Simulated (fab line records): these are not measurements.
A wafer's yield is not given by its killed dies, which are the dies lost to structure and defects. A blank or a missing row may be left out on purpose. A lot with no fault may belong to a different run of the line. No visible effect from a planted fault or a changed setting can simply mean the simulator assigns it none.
Matching of chambers -- flow sky130 -- SKY_FIELD_ISO_CMP_27 on cmp-02 has 4 sister chambers
The step polishes, stops on Si3N4, t overpolish 16 s, target thk 457.8 nm. 8 wafers are shown with their chamber, then 9 later ones without.

WAFERS PAIRED WITH THEIR CHAMBERS
wafer,chamber,motor current A (A),time to endpoint s (s)
L227.2,0,11.4,108
L228.1,0,12.3,110
L228.5,1,13.2,115
L229.5,2,10.9,112
L229.6,3,13.1,111
L230.2,3,13.0,115
L230.3,1,12.7,113
L230.6,2,10.4,119

WAFERS MISSING THEIR CHAMBER
wafer,motor current A (A),time to endpoint s (s)
L242.2,11.1,114
L242.3,13.6,108
L242.6,12.5,111
L247.2,12.8,114
L247.3,10.5,117
L247.6,10.7,121
L248.1,13.0,117
L248.2,11.9,109
L248.3,10.9,118

THE CHAMBER EACH PASSED THROUGH
wafer,from the rows above,in truth
L242.2,can't be placed: 2 or 0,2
L242.3,can't be placed: 3 or 1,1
L242.6,can't be placed: 1 or 3 or 0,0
L247.2,can't be placed: 1 or 3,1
L247.3,2,2
L247.6,2,2
L248.1,can't be placed: 1 or 3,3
L248.2,0,0
L248.3,2,2
Correctly placed: 4 of 9. These rows do not allow placing 5 (true chamber among the candidates in 5). Wrongly placed: 0.
How it was worked out, from the rows above alone: a wafer's distance from a chamber is the root of the sum, over the readings, of the square of ((its reading less the chamber's mean) divided by the reading's scatter). The wafer belongs to the nearest chamber; if the next one is less than 2 further off, it can't be placed. A chamber's mean is the mean of its shown wafers. The scatter: the root of (the sum of the squares of (reading less its chamber's mean) over the shown wafers, divided by (wafers less chambers)).
